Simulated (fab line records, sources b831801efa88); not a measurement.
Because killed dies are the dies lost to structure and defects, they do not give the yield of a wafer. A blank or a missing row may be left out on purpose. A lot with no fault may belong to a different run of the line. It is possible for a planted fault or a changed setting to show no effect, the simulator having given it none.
A lot that was struck, set against a sound lot | flow sky130 | 15 out of 708 route steps
Sound: wafers L660.1, L660.2, L660.3. The struck wafers were L653.1, L653.2, L653.5. The cause is named last.
Each step with rows lists, per side, the tool, then ch with its chambers, then its first start. Under that, the readings that differ: sound wafers | struck wafers | difference of the means | sigmas: that difference in standard deviations of wafers without a fault.
alike: readings whose means differ by less than 2 such deviations, and words and numbers that are the same on both sides. not compared: withheld readings, readings that some wafer has no value for, bounds like >300 that may hide the same value, and numbers for which the record gives no deviation and whose values overlap.
Wherever a step has rows on one side only, a row that says differs or no value, or a row with sigmas, the two part there. Numbers that have no deviation but don't overlap get no sigmas and don't part them. A reading missing from all wafers of one side parts the sides only when that side holds two or more wafers.

SKY_LOCAL_INTERCONNECT_RS_MEAS_01: uses a four-point probe to measure.
  sound: film-metro-04 at day 35 04:40; struck: film-metro-01 at day 32 02:35
  alike: LOCAL_INTERCONNECT_TIN_RS
SKY_LOCAL_INTERCONNECT_THK_MEAS_02: measures by xrf.
  sound: film-metro-04 at day 35 04:47; struck: film-metro-01 at day 32 02:43
  alike: LOCAL_INTERCONNECT_TIN_THK
then, 8 steps without rows for these wafers: SKY_LOCAL_INTERCONNECT_DEHYDRATE_03 (time 60 s); SKY_LOCAL_INTERCONNECT_HMDS_04 (prime time 60 s); SKY_LOCAL_INTERCONNECT_COAT_05 (resist thk 60 nm); SKY_LOCAL_INTERCONNECT_COAT_06 (resist thk 450 nm); SKY_LOCAL_INTERCONNECT_SOFTBAKE_07 (time 90 s); SKY_LOCAL_INTERCONNECT_EXPOSE_08 (exposes mask LI1M, target cd 170 nm); SKY_LOCAL_INTERCONNECT_PEB_09; SKY_LOCAL_INTERCONNECT_DEVELOP_10 (develop time 60 s).
SKY_LOCAL_INTERCONNECT_CD_MEAS_11 targets a cd of 170 nm.
  sound: cd-sem-02 at day 36 07:41; struck: cd-sem-01 at day 33 05:47
  alike: cd-nm
SKY_LOCAL_INTERCONNECT_OVL_MEAS_12:
  sound: overlay-01 at day 36 07:49; struck: overlay-01 at day 33 05:54
  alike: LOCAL_INTERCONNECT_OVL
SKY_LOCAL_INTERCONNECT_ETCH_13: etches BARC in N2/H2, stops on SiO2, time 45.9 s, target depth 60 nm.
  sound on rie-metal-02 ch 0,1, day 36 07:50; struck on rie-metal-02 ch 0,1, day 33 05:56
  reading                                    | sound                | struck               | difference | sigmas
  bias-w (W)                                 | 100.13 100.41 100.04 | 108.42 107.78 108.02 | +7.88      | +29
  model.SiO2_of_SONOS_ONO_CVD_04.thk-nm (nm) | 4.439 4.507 4.483    | 4.063 3.93 3.993     | -0.481     |
  alike: drypump-motor-current-A, n2-flow-sccm, oes-product-au, throttle-valve-pct
  not compared: rf-hours-counter-h
SKY_LOCAL_INTERCONNECT_METAL_ETCH_14: etches TiN in Cl2/BCl3, stops on PSG, target depth 110 nm, time 31.4 s.
  sound on rie-metal-02 ch 0,1, day 36 07:55; struck on rie-metal-02 ch 0,1, day 33 06:00
  alike: bcl3-flow-sccm, bias-w, drypump-motor-current-A, oes-product-au, throttle-valve-pct
  not compared: rf-hours-counter-h
SKY_PAD_OPEN_PROBE_99:
  rows exist in the record for the sound wafers here (prober-01, day 50 02:59), none for the struck ones

## WHERE THEY PART
Last at SKY_PAD_OPEN_PROBE_99 as far as this record goes, first at SKY_LOCAL_INTERCONNECT_ETCH_13.

WHY: what had been put in by the simulator
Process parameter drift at SKY_LOCAL_INTERCONNECT_ETCH_13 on rie-metal-02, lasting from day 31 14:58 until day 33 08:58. Setting bias-w, moved by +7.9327, from 100. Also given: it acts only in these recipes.
